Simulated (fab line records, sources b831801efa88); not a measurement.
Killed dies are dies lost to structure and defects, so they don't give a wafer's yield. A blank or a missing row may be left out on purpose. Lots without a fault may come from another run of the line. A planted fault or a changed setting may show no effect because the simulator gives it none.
Which tool did it? | flow sfq_line | 14 lots, 42 wafers sampled, at 2 steps of a route of 325

WHAT THE GAUGES READ, wafer by wafer
SFQ_M3_RS_MEAS_919: measures by four-point-probe. Usual: M3_NB_RS 0.892 ohm/sq, standard deviation 0.012.
lot  | measured     | on            | M3_NB_RS (ohm/sq)                   | flag
L443 | day 36 22:11 | film_metro-02 | 0.897 0.893 0.893                   |
L444 | day 37 00:48 | film_metro-03 | 0.893 0.896 0.899                   |
L445 | day 37 03:13 | film_metro-02 | 0.887 0.902 0.894                   |
L446 | day 37 16:31 | film_metro-02 | 0.880 0.889 0.880                   |
L447 | day 39 10:23 | film_metro-02 | 0.911 0.897 0.917                   |
L449 | day 39 15:11 | film_metro-04 | 0.902 0.903 0.899                   |
L453 | day 41 08:41 | film_metro-04 | 0.874 0.875 0.876                   |
L454 | day 42 01:28 | film_metro-04 | 0.891 0.886 1.194 0.894 0.887 1.191 | OFF
L456 | day 42 09:50 | film_metro-04 | 1.160 0.884 1.168 1.158 0.880 1.167 | OFF
L458 | day 42 13:26 | film_metro-04 | 0.905 0.899 0.905                   |
L461 | day 42 19:29 | film_metro-03 | 0.896 0.909 0.905                   |
L463 | day 43 01:34 | film_metro-04 | 0.891 0.898 0.905                   |
L464 | day 43 02:52 | film_metro-02 | 0.887 0.875 0.883                   |
L466 | day 43 07:59 | film_metro-03 | 0.884 0.882 0.880                   |

WHICH TOOL RAN EACH LOT (tool, then ch and the chambers of the sampled wafers, then the start)
lot  | SFQ_TRILAYER_M3_DEP_SPUTTER_073
L443 | pvd_sputter-04, day 36 22:05
L444 | pvd_sputter-03, day 37 00:41
L445 | pvd_sputter-04, day 37 03:05
L446 | pvd_sputter-03, day 37 16:25
L447 | pvd_sputter-04, day 39 10:16
L449 | pvd_sputter-04, day 39 15:04
L453 | pvd_sputter-03, day 41 08:34
L454 | pvd_sputter-04, day 42 01:20
L456 | pvd_sputter-04, day 42 09:44
L458 | pvd_sputter-06, day 42 13:20
L461 | pvd_sputter-06, day 42 19:20
L463 | pvd_sputter-06, day 43 01:27
L464 | pvd_sputter-03, day 43 02:47
L466 | pvd_sputter-03, day 43 07:54
- SFQ_TRILAYER_M3_DEP_SPUTTER_073: material Nb, target thk 200 nm, time 133.3 s.

WHAT THE TOOLS THEMSELVES READ (means of the sampled wafers that have a number; where no wafer has one, the mark that the record gives instead)
SFQ_TRILAYER_M3_DEP_SPUTTER_073. Usual: throttle_valve_pct 30.4 %, standard deviation 1.4.
lot  | tool           | throttle_valve_pct (%) | flag
L443 | pvd_sputter-04 | 30.0                   |
L444 | pvd_sputter-03 | 31.0                   |
L445 | pvd_sputter-04 | 30.8                   |
L446 | pvd_sputter-03 | 30.1                   |
L447 | pvd_sputter-04 | 30.8                   |
L449 | pvd_sputter-04 | 29.6                   |
L453 | pvd_sputter-03 | 30.2                   |
L454 | pvd_sputter-04 | 29.6                   |
L456 | pvd_sputter-04 | 31.1                   |
L458 | pvd_sputter-06 | 30.8                   |
L461 | pvd_sputter-06 | 30.9                   |
L463 | pvd_sputter-06 | 30.2                   |
L464 | pvd_sputter-03 | 30.9                   |
L466 | pvd_sputter-03 | 31.2                   |

THE ANSWER, worked out from the rows above alone
Rule: a lot is off if the mean of its wafers that have a number lies more than 3 standard deviations from the usual mean. A lot without any number at a reading at which 4 lots or more have one is off too. The other lots that the step has rows for count as sound. The gauges are gone through in route order, then the tools' own readings, and for those a lot's mean is taken as printed above. The first step at which some lot is off is used, and at that step the reading that is off furthest; a lot without a number counts as furthest.
Off: L454, L456, at SFQ_M3_RS_MEAS_919 (M3_NB_RS).
A tool fits if, at a process step before that reading, it ran every lot that is off, and no sound lot after the first of them. The gauges at SFQ_M3_RS_MEAS_919 are tried like those tools. One fits: pvd_sputter-04 at SFQ_TRILAYER_M3_DEP_SPUTTER_073. Its last sound lot is L449 (day 39 15:04), its first lot that is off L454 (day 42 01:20): a fault that began between those two fits.

WHAT THE SIMULATOR HAD PUT IN
Process parameter drift: pvd_sputter-04, from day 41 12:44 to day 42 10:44, at SFQ_TRILAYER_M3_DEP_SPUTTER_073. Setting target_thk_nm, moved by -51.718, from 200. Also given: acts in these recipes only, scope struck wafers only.
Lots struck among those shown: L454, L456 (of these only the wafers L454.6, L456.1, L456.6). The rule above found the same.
